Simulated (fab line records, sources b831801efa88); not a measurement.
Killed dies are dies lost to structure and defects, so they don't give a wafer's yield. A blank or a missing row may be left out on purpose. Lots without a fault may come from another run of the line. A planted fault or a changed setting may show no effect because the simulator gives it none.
One fault seen from 2 desks | flow gf180mcu | each desk has only its own numbers; what lay behind them comes last

THE TOOL OWNER'S DESK: krf_scanner-01
The tool's own readings at GF_M4_EXPOSE_11 (exposes mask Metal4, target cd 280 nm): means of the sampled wafers that have a number, for each lot that ran on this tool. A lot is out of limits, marked OUT, if its mean lies more than 4 standard deviations from the usual mean; the brackets give that distance.
Columns: A = exposure_dose_mJ_cm2 at GF_M4_EXPOSE_11, usual 27.97
lot  | first seen here | A
L804 | day 23 13:01    | 27.99
L805 | day 23 20:20    | 27.94
L817 | day 27 19:26    | 27.95
L819 | day 28 14:49    | 27.94
L820 | day 28 23:33    | 27.95
L826 | day 30 14:27    | 27.91
This desk's finding: nothing out of limits on any of the 6 lots.

THE METROLOGY DESK
What the gauges read, lot by lot, whatever tool the lot ran on: means of the sampled wafers that have a number. A lot is out of limits, marked OUT, if its mean lies more than 4 standard deviations from the usual mean; the brackets give that distance.
Columns: A = V3_OVL at GF_V3_OVL_MEAS_15, usual 2 nm; B = M4_OVL at GF_M4_OVL_MEAS_15, usual -1 nm
lot  | first seen here | A  | B
L804 | day 22 23:48    | -3 | 7
L805 | day 23 06:37    | 4  | -0
L810 | day 25 04:24    | 0  | -7
L811 | day 25 13:05    | 4  | -2
L816 | day 27 01:02    | 10 | 0
L817 | day 27 06:56    | 5  | -1
L819 | day 28 02:48    | -4 | -2
L820 | day 28 10:42    | 6  | 43 (+8.8) OUT
L821 | day 28 23:26    | -1 | -0
L823 | day 29 04:27    | 7  | -3
L826 | day 30 03:11    | 1  | 45 (+9.1) OUT
This desk's finding: out of limits on L820, L826; first on L820, day 29 08:53 (M4_OVL at GF_M4_OVL_MEAS_15). In limits: L804, L805, L810, L811, L816, L817, L819, L821, L823.

PUT TOGETHER
The metrology desk could have raised an alarm at day 29 08:53, on L820, L826.
The tool owner's desk saw nothing out of limits.
The tool owner's desk has L820, L826 on record, within its limits.
Of the lots named, all ran GF_M4_EXPOSE_11 on krf_scanner-01.

WHAT THE SIMULATOR HAD PUT IN
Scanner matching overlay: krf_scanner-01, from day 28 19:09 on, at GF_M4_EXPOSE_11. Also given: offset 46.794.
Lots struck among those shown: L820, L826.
Hours from the fault's start to each desk's first reading out of limits: the metrology desk, 14.
